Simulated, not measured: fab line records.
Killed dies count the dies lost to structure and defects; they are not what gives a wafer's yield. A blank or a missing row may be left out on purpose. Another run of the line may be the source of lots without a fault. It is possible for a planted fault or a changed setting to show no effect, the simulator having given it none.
fab line records	flow sky130
record lots=12	wafers=36	last_day=50
route steps=708 shown METAL1@434 VIA1@461 PAD_OPEN@708
lots untouched by any fault: they come from a run of this same line in which no faults occurred
start_h: hours from the record's first day to the start of the lot's first wafer shown	wait_h: hours since the lot's step before	" the same as in the row above	L1.1+2: a single row standing in for several wafers	- no value, or no start was given	* or withheld: withheld	< > ~ a bound
route shown NAME@n: names a module that has steps shown in the file, with the first one's number in the route	usual: the fault-free wafers' mean and standard deviation	same: alike in all rows	chamber/n: place in a boat	sites: the reading at each site	_std_site: the values' standard deviation	_edge_site: inner sites' mean taken away from outer sites' mean	radius_mm: for every site, how far away it sits from the centre of the wafer	mask NAME#n: copy n	behind: the tool/chamber that last shaped the wafer	hold: what put the lot on hold/how long, in hours/how the hold closed	device: which transistor (n, p or np) failed to switch	end of line: tests of these same wafers at the route's end	a step without rows: its recipe alone	killed: dies that structure and defects cost at the first sort, which is not the same as the wafer's yield	map: shows each die of a wafer: x if killed, . if not, _ if none is there
set.NAME: setting as actually run; set.NAME@STEP: the setting as run at that earlier step	model.NAME: the simulator's own value behind a step, which no gauge read
route steps across a sampled set of lots; one table per step, one row per wafer
services: a tool's chamber out of use, with start hour (start_h, from the record's first day; less than 0 if before it), hours out, and reason
## steps
# step SKY_METAL1_SPUTTER_00
# recipe material=Ti	target_thk_nm=15	power_w=3000	time_s=10	chamber_pressure_pa=0.4
# usual throttle_valve_pct=30.2/1.1
lot.wafer	tool	chamber	start_h	wait_h	throttle_valve_pct
L364.2	pvd_sputter-03	-	732.99	0.2	28.4
L364.3	"	-	"	"	28.8
L364.4	"	-	"	"	29.2
L366.3	pvd_sputter-03	-	744.22	0.1	29.0
L366.4	"	-	"	"	29.5
L366.6	"	-	"	"	29.0
L371.3	pvd_sputter-02	-	792.79	0.2	29.5
L371.4	"	-	"	"	30.6
L371.6	"	-	"	"	30.7
L370.2	pvd_sputter-02	-	794.54	0.1	29.5
L370.3	"	-	"	"	31.9
L370.4	"	-	"	"	30.8
L372.2	pvd_sputter-01	-	800.55	0.2	29.1
L372.4	"	-	"	"	31.0
L372.5	"	-	"	"	29.3
L373.4	pvd_sputter-02	-	833.40	0.1	30.9
L373.5	"	-	"	"	31.8
L373.6	"	-	"	"	30.9
L374.4	pvd_sputter-01	-	833.70	0.1	30.8
L374.5	"	-	"	"	29.6
L374.6	"	-	"	"	30.8
L375.1	pvd_sputter-03	-	839.28	0.1	29.2
L375.2	"	-	"	"	29.5
L375.6	"	-	"	"	31.2
L381.2	pvd_sputter-02	-	859.89	0.1	29.8
L381.5	"	-	"	"	30.7
L381.6	"	-	"	"	31.8
L383.2	pvd_sputter-02	-	885.96	0.2	30.6
L383.4	"	-	"	"	29.7
L383.6	"	-	"	"	30.8
L386.1	pvd_sputter-02	-	901.24	0.1	29.3
L386.2	"	-	"	"	31.9
L386.5	"	-	"	"	29.5
L387.1	pvd_sputter-01	-	903.11	0.2	30.9
L387.3	"	-	"	"	28.9
L387.4	"	-	"	"	28.8
# step SKY_VIA1_BOW_MEAS_03
# recipe mode=bow
# usual VIA1_BOW=81/7
lot.wafer	tool	chamber	start_h	wait_h	VIA1_BOW[um]
L364.2	film_metro-01	-	762.62	0.2	86
L364.3	"	-	"	"	79
L364.4	"	-	"	"	85
L366.3	film_metro-04	-	772.78	0.3	84
L366.4	"	-	"	"	81
L366.6	"	-	"	"	74
L371.3	film_metro-03	-	821.42	0.2	71
L371.4	"	-	"	"	71
L371.6	"	-	"	"	67
L370.2	film_metro-04	-	822.94	0.1	78
L370.3	"	-	"	"	78
L370.4	"	-	"	"	83
L372.2	film_metro-03	-	828.59	0.1	89
L372.4	"	-	"	"	90
L372.5	"	-	"	"	79
L373.4	film_metro-03	-	861.62	0.3	77
L373.5	"	-	"	"	74
L373.6	"	-	"	"	99
L374.4	film_metro-01	-	861.97	0.3	79
L374.5	"	-	"	"	80
L374.6	"	-	"	"	76
L375.1	film_metro-03	-	867.26	0.2	70
L375.2	"	-	"	"	79
L375.6	"	-	"	"	73
L381.2	film_metro-01	-	887.85	0.2	74
L381.5	"	-	"	"	87
L381.6	"	-	"	"	76
L383.2	film_metro-04	-	912.93	0.2	73
L383.4	"	-	"	"	78
L383.6	"	-	"	"	80
L386.1	film_metro-03	-	927.13	0.1	79
L386.2	"	-	"	"	81
L386.5	"	-	"	"	68
L387.1	film_metro-04	-	929.52	0.1	86
L387.3	"	-	"	"	81
L387.4	"	-	"	"	76
# step SKY_VIA1_ETCH_14
# recipe chemistry=N2/H2	target=BARC	ion_energy_ev=200	source_w=500	bias_w=100	pressure_mtorr=30	n2_flow_sccm=100	h2_flow_sccm=200	stop_on=SiO2	time_s=45.9	target_depth_a=600
# usual drypump_motor_current_A=5.6/0.47	oes_product_au=0.855/0.0047	throttle_valve_pct=13.225/0.0088
lot.wafer	tool	chamber	start_h	wait_h	drypump_motor_current_A	oes_product_au	rf_hours_counter_h	throttle_valve_pct
L364.2	rie_diel-01	2	790.31	0.0	5.0	0.858	17	13.213
L364.3	"	0	"	"	5.6	0.860	40	13.224
L364.4	"	1	"	"	5.0	0.858	3	13.224
L366.3	rie_diel-02	1	799.41	0.0	5.3	0.852	4	13.227
L366.4	"	1	"	"	5.3	0.851	-	13.224
L366.6	"	3	"	"	6.3	0.852	-	13.221
L371.3	rie_diel-04	2	848.66	0.0	4.8	0.856	2	13.236
L371.4	"	1	"	"	5.3	0.848	4	13.234
L371.6	"	0	"	"	5.7	0.851	-	13.216
L370.2	rie_diel-04	1	849.81	0.0	5.3	0.859	4	13.230
L370.3	"	2	"	"	4.8	0.855	2	13.225
L370.4	"	0	"	"	5.7	0.850	15	13.229
L372.2	rie_diel-01	1	854.72	0.0	5.0	0.854	6	13.222
L372.4	"	2	"	"	5.0	0.853	19	13.232
L372.5	"	3	"	"	6.2	0.860	-	13.237
L373.4	rie_diel-04	1	888.62	0.0	5.3	0.859	5	13.215
L373.5	"	0	"	"	5.7	0.847	-	13.226
L373.6	"	3	"	"	5.3	0.845	-	13.218
L374.4	rie_diel-01	0	888.97	0.0	5.6	0.860	1	13.232
L374.5	"	3	"	"	6.2	0.855	-	13.224
L374.6	"	0	"	"	5.6	0.863	-	13.220
L375.1	rie_diel-04	2	893.56	0.0	4.8	0.860	3	13.233
L375.2	"	0	"	"	5.7	0.849	16	13.236
L375.6	"	1	"	"	5.3	0.856	-	13.220
L381.2	rie_diel-04	2	913.33	0.0	4.8	0.847	3	13.229
L381.5	"	1	"	"	5.3	0.835	-	13.216
L381.6	"	2	"	"	4.8	0.839	-	13.215
L383.2	rie_diel-04	3	937.36	0.0	5.3	0.847	5	13.222
L383.4	"	2	"	"	4.8	0.843	4	13.232
L383.6	"	3	"	"	5.3	0.838	-	13.216
L386.1	rie_diel-02	3	950.96	0.0	6.3	0.848	15	13.222
L386.2	"	0	"	"	6.2	0.853	16	13.234
L386.5	"	0	"	"	6.2	0.852	-	13.221
L387.1	rie_diel-01	0	953.97	0.0	5.6	0.862	3	13.228
L387.3	"	3	"	"	6.2	0.851	27	13.218
L387.4	"	1	"	"	5.0	0.859	9	13.219
# step SKY_VIA1_STRIP_16
# recipe chemistry=O2/N2	power_w=1400	pressure_mtorr=1500	platen_temp_c=withheld	o2_flow_sccm=3000	n2_flow_sccm=300	overash_fraction=0.5
# usual drypump_motor_current_A=5.8/0.43	oes_product_au=0.417/0.0048	strip_time_to_endpoint_s=4.47/0.033
lot.wafer	tool	chamber	start_h	wait_h	drypump_motor_current_A	oes_product_au	rf_hours_counter_h	strip_time_to_endpoint_s
L364.2	plasma_asher-03	1	790.40	0.0	6.5	0.415	4	4.50
L364.3	"	1	"	"	6.5	0.419	-	4.47
L364.4	"	0	"	"	5.8	0.406	-	4.45
L366.3	plasma_asher-03	0	799.53	0.1	5.8	0.424	-	4.51
L366.4	"	1	"	"	6.5	0.419	-	4.50
L366.6	"	0	"	"	5.8	0.421	-	4.47
L371.3	plasma_asher-03	0	848.79	0.1	5.8	0.408	-	4.44
L371.4	"	1	"	"	6.5	0.422	-	4.49
L371.6	"	1	"	"	6.5	0.416	-	4.43
L370.2	plasma_asher-01	0	849.90	0.0	6.0	0.416	99	4.47
L370.3	"	1	"	"	5.5	0.408	-	4.41
L370.4	"	0	"	"	5.9	0.416	-	4.44
L372.2	plasma_asher-02	0	854.81	0.0	5.0	0.421	76	4.47
L372.4	"	1	"	"	5.5	0.418	-	4.51
L372.5	"	1	"	"	5.5	0.423	-	4.53
L373.4	plasma_asher-02	0	888.74	0.1	5.0	0.427	-	4.52
L373.5	"	0	"	"	5.0	0.415	-	4.43
L373.6	"	1	"	"	5.5	0.418	-	4.44
L374.4	plasma_asher-03	0	889.09	0.1	5.8	0.422	-	4.45
L374.5	"	1	"	"	6.4	0.417	-	4.48
L374.6	"	0	"	"	5.8	0.413	-	4.45
L375.1	plasma_asher-02	0	893.65	0.0	5.0	0.415	80	4.43
L375.2	"	1	"	"	5.5	0.417	80	4.46
L375.6	"	1	"	"	5.5	0.417	-	4.50
L381.2	plasma_asher-02	1	913.42	0.0	5.5	0.417	82	4.55
L381.5	"	0	"	"	5.0	0.422	-	4.63
L381.6	"	1	"	"	5.5	0.415	-	4.55
L383.2	plasma_asher-03	1	937.45	0.0	6.5	0.420	18	4.57
L383.4	"	1	"	"	6.5	0.413	-	4.57
L383.6	"	0	"	"	5.8	0.414	-	4.55
L386.1	plasma_asher-01	0	951.05	0.0	5.9	0.414	109	4.44
L386.2	"	1	"	"	5.5	0.417	109	4.51
L386.5	"	0	"	"	5.9	0.416	-	4.51
L387.1	plasma_asher-01	1	954.06	0.0	5.5	0.413	110	4.47
L387.3	"	1	"	"	5.5	0.424	-	4.46
L387.4	"	0	"	"	5.9	0.422	-	4.45
# step SKY_VIA1_SPUTTER_20
# recipe material=TiN	target_thk_nm=20	chamber_pressure_pa=5	power_w=4000	time_s=80
# usual throttle_valve_pct=30.2/0.94
lot.wafer	tool	chamber	start_h	wait_h	throttle_valve_pct
L364.2	pvd_sputter-01	-	791.00	0.0	29.8
L364.3	"	-	"	"	29.1
L364.4	"	-	"	"	29.2
L366.3	pvd_sputter-02	-	800.20	0.0	30.8
L366.4	"	-	"	"	31.8
L366.6	"	-	"	"	32.0
L371.3	pvd_sputter-01	-	849.47	0.0	29.2
L371.4	"	-	"	"	30.7
L371.6	"	-	"	"	28.8
L370.2	pvd_sputter-01	-	850.69	0.0	29.2
L370.3	"	-	"	"	28.8
L370.4	"	-	"	"	29.7
L372.2	pvd_sputter-02	-	855.43	0.0	29.5
L372.4	"	-	"	"	31.1
L372.5	"	-	"	"	29.5
L373.4	pvd_sputter-04	-	889.30	0.0	30.0
L373.5	"	-	"	"	29.2
L373.6	"	-	"	"	29.9
L374.4	pvd_sputter-02	-	889.65	0.0	30.9
L374.5	"	-	"	"	29.3
L374.6	"	-	"	"	30.9
L375.1	pvd_sputter-04	-	894.24	0.0	30.0
L375.2	"	-	"	"	31.9
L375.6	"	-	"	"	29.9
L381.2	pvd_sputter-04	-	914.04	0.0	29.4
L381.5	"	-	"	"	29.6
L381.6	"	-	"	"	29.5
L383.2	pvd_sputter-01	-	938.13	0.0	31.1
L383.4	"	-	"	"	30.9
L383.6	"	-	"	"	28.9
L386.1	pvd_sputter-04	-	951.64	0.0	30.1
L386.2	"	-	"	"	29.5
L386.5	"	-	"	"	31.7
L387.1	pvd_sputter-02	-	954.65	0.0	32.0
L387.3	"	-	"	"	31.2
L387.4	"	-	"	"	29.6
# step SKY_PAD_OPEN_PROBE_99
# usual killed_at_M0_to_M3=43/7.5	killed_at_M4_up=2.8/1.8	killed_at_contacts=24/5.3	killed_at_front_end=14/4.2	killed_at_other=0.3/0.54	killed_dies=84/9.4	killed_open=46/7.1	killed_short=38/6.6
# same gross_dies=492	killed_at_back_side=0
lot.wafer	tool	chamber	start_h	wait_h	killed_at_M0_to_M3	killed_at_M4_up	killed_at_contacts	killed_at_front_end	killed_at_other	killed_dies	killed_open	killed_short
L372.2	prober-01	-	1126.39	0.1	45	2	30	16	0	93	52	40
L372.4	prober-01	-	1126.49	0.2	44	3	19	21	0	87	40	46
L372.5	prober-01	-	1126.54	0.2	39	1	33	10	2	85	45	39
L381.5	prober-02	-	1169.18	0.2	48	2	22	12	0	84	29	39
L381.6	prober-02	-	1169.23	0.2	37	3	24	13	1	78	45	31
L383.2	prober-01	-	1182.48	0.1	48	2	19	10	0	79	37	41
L383.4	prober-01	-	1182.58	0.2	44	3	22	17	1	87	46	39
L383.6	prober-01	-	1182.68	0.2	37	4	18	22	0	81	41	39
# killed by level:class
L372.2 CONTACT:geometric_particle:open=13 VIA1:geometric_particle:open=13 LI_CONTACT:geometric_particle:open=8 VIA1:geometric_particle:short=6 METAL1:geometric_particle:short=5 VIA2:geometric_particle:short=5 POLY_GATE:geometric_particle:open=4 POLY_GATE:geometric_particle:short=4
L372.4 VIA1:geometric_particle:open=10 CONTACT:geometric_particle:open=7 VIA2:geometric_particle:open=7 METAL1:geometric_particle:short=6 FIELD_ISO:geometric_particle:open=5 VIA1:geometric_particle:short=5 VIA2:geometric_particle:short=5 FIELD_ISO:geometric_particle:short=4
L372.5 LI_CONTACT:geometric_particle:open=11 CONTACT:geometric_particle:open=10 METAL1:geometric_particle:short=10 VIA1:geometric_particle:open=9 LOCAL_INTERCONNECT:geometric_particle:short=6 VIA2:geometric_particle:open=6 METAL2:geometric_particle:short=5 CONTACT:geometric_particle:short=4
L381.5 VIA1:area_etch=16 CONTACT:geometric_particle:open=8 VIA3:geometric_particle:short=7 CONTACT:geometric_particle:short=6 VIA1:geometric_particle:short=5 METAL1:geometric_particle:short=4 METAL2:geometric_particle:short=4 LI_CONTACT:geometric_particle:short=3
L381.6 VIA3:geometric_particle:open=10 LI_CONTACT:geometric_particle:open=8 CONTACT:geometric_particle:open=7 VIA2:geometric_particle:open=7 METAL1:geometric_particle:short=5 VIA1:geometric_particle:open=5 CONTACT:geometric_particle:short=4 FIELD_ISO:geometric_particle:short=3
L383.2 VIA1:geometric_particle:short=8 LI_CONTACT:geometric_particle:open=6 CONTACT:geometric_particle:open=6 VIA2:geometric_particle:open=6 CONTACT:geometric_particle:short=5 METAL1:geometric_particle:short=5 VIA1:geometric_particle:open=5 METAL2:geometric_particle:short=5
L383.4 VIA1:geometric_particle:open=12 CONTACT:geometric_particle:open=9 POLY_GATE:geometric_particle:open=7 VIA1:geometric_particle:short=6 CONTACT:geometric_particle:short=5 FIELD_ISO:geometric_particle:short=4 VIA2:geometric_particle:open=4 LI_CONTACT:geometric_particle:open=4
L383.6 VIA1:geometric_particle:open=13 LI_CONTACT:geometric_particle:open=7 FIELD_ISO:geometric_particle:short=6 CONTACT:geometric_particle:open=5 VIA1:geometric_particle:short=4 VIA3:geometric_particle:open=4 METAL1:geometric_particle:short=3 SPACER:geometric_particle:short=3
## services
tool	chamber	start_h	hours	kind
rie_diel-04	1	713.55	10.0	repair
rie_diel-02	1	733.21	1.6	repair
plasma_asher-03	-	733.75	9.0	pm
rie_diel-02	1	736.61	48.3	repair
rie_diel-04	-	746.25	14.6	pm
plasma_asher-03	-	760.75	1.3	repair
plasma_asher-03	-	765.17	0.7	repair
plasma_asher-03	-	767.88	2.0	repair
pvd_sputter-03	-	789.07	8.0	repair
rie_diel-02	2	799.03	5.4	repair
rie_diel-02	-	800.38	4.5	repair
pvd_sputter-01	-	812.13	1.7	repair
rie_diel-01	0	814.70	4.5	repair
rie_diel-04	-	817.82	2.8	pm
plasma_asher-03	-	828.68	3.6	repair
rie_diel-02	0	832.26	15.3	repair
rie_diel-01	0	846.98	7.5	repair
pvd_sputter-04	-	859.11	0.8	repair
rie_diel-01	-	863.21	0.4	repair
pvd_sputter-02	-	877.06	3.1	repair
pvd_sputter-04	-	905.06	6.7	repair
pvd_sputter-03	-	912.29	8.0	repair
rie_diel-01	-	926.90	15.6	pm
pvd_sputter-04	-	940.99	1.1	repair
## key
first_sign step=SKY_VIA1_ETCH_14	reading=oes_product_au	direction=down	sigmas=2.8	usual=0.855	struck=0.842
effect step=SKY_VIA1_STRIP_16	reading=strip_time_to_endpoint_s	direction=up	sigmas=3	usual=*	struck=*
met_at SKY_VIA1_ETCH_14
struck_lots L381,L383
tester_left_out L383
not_acting_at SKY_METAL1_SPUTTER_00,SKY_VIA1_BOW_MEAS_03,SKY_VIA1_SPUTTER_20
onset_between 893.56 913.33
earlier_fault kind=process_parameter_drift	tool=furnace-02	chamber=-	onset_h=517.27	steps=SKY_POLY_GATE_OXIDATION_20	channel=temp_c	offset=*	shape=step	end_h=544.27	acts_in=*	stated=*
fault kind=process_parameter_drift	tool=rie_diel-04	chamber=-	onset_h=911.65	steps=SKY_VIA1_ETCH_14	channel=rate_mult	offset=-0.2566	shape=step
# tester_left_out: of these lots the tester's yield and bins aren't shown, on N5 and GAA mostly nor the transistor test; their killed dies are dies lost to structure and defects alone, not to doping, threshold or leakage, so they don't give the yield
